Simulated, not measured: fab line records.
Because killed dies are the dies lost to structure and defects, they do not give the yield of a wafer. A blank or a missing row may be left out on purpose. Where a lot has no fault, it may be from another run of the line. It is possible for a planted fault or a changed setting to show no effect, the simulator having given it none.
One fault seen from 2 desks | flow gf180mcu | each desk holds nothing but its own numbers, with what lay behind them at the end

== TOOL OWNER'S DESK, implanter-04 ==
GF_VT_IMPLANT_IMPLANT_41, tool's own readings: per-lot mean of the sampled wafers with a number, covering each lot this tool ran. A lot is out of limits, marked OUT, if its mean lies more than 4 standard deviations from the usual mean; the brackets give that distance.
Columns: A = beamEnergyKeV at GF_VT_IMPLANT_IMPLANT_41, usual 69.998
lot  | first seen here | A
L312 | day 8 01:11     | 70.011
L315 | day 8 18:32     | 86.110 (+99 or more) OUT
L317 | day 9 08:19     | 86.115 (+99 or more) OUT
L327 | day 12 05:38    | 69.970
L329 | day 12 19:43    | 69.989
L330 | day 13 09:11    | 70.013
L331 | day 13 23:26    | 70.003
This desk's verdict: out of limits on L315, L317, starting with L315 at day 8 18:32 (beamEnergyKeV at GF_VT_IMPLANT_IMPLANT_41). L312, L327, L329, L330, L331: within limits.

== THE METROLOGY DESK ==
What the gauges read for every lot (on any tool): the sampled wafers with a number, averaged. A lot is out of limits, marked OUT, if its mean lies more than 4 standard deviations from the usual mean; the brackets give that distance.
Columns: A = VT_IMPLANT_4_TW at GF_VT_IMPLANT_TW_MEAS_43, usual 691; B = LVPWELL_RS at GF_VT_IMPLANT_RS_MEAS_48, usual 1199.0 ohm/sq; C = HV_LDD_4_TW at GF_HV_LDD_TW_MEAS_50, usual 570; D = V1_OVL at GF_V1_OVL_MEAS_15, usual 0 nm
lot  | first seen here | A              | B      | C   | D
L310 | day 7 10:52     | 686            | 1200.2 | 569 | -0
L311 | day 7 18:21     | 684            | 1200.1 | 570 | -6
L312 | day 8 01:25     | 686            | 1199.0 | 577 | 1
L314 | day 8 16:25     | 693            | 1201.7 | 567 | 4
L315 | day 8 18:47     | 736 (+7.4) OUT | 1199.2 | 569 | -2
L316 | day 9 00:26     | 700            | 1197.6 | 576 | 4
L317 | day 9 08:34     | 732 (+6.7) OUT | 1201.4 | 568 | -4
L322 | day 10 16:47    | 692            | 1197.8 | 567 | -7
L324 | day 11 05:11    | 696            | 1197.5 | 563 | 1
L325 | day 11 11:07    | 687            | 1200.0 | 562 | -4
L327 | day 12 05:53    | 689            | 1203.4 | 578 | 4
L329 | day 12 20:04    | 691            | 1201.1 | 578 | 6
L330 | day 13 09:26    | 701            | 1199.0 | 566 | -1
L331 | day 13 23:41    | 682            | 1194.7 | 564 | -6
Per this desk, out of limits: L315, L317; the first was L315, day 8 18:47 (VT_IMPLANT_4_TW at GF_VT_IMPLANT_TW_MEAS_43). L310, L311, L312, L314, L316, L322, L324, L325, L327, L329, L330, L331: within limits.

== BROUGHT TOGETHER ==
An alarm could have come from the tool owner's desk at day 8 18:32, on L315, L317.
Metrology desk: alarm possible at day 8 18:47 on L315, L317.
Of the lots named, all ran GF_VT_IMPLANT_IMPLANT_41 on implanter-04.

== WHAT THE SIMULATOR PUT IN ==
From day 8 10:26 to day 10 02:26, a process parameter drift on implanter-04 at GF_VT_IMPLANT_IMPLANT_41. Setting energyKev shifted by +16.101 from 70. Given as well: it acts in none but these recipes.
Shown lots that were struck: L315, L317.
Hours from the fault's start to each desk's first reading out of limits: the tool owner's desk, 8; the metrology desk, 8.
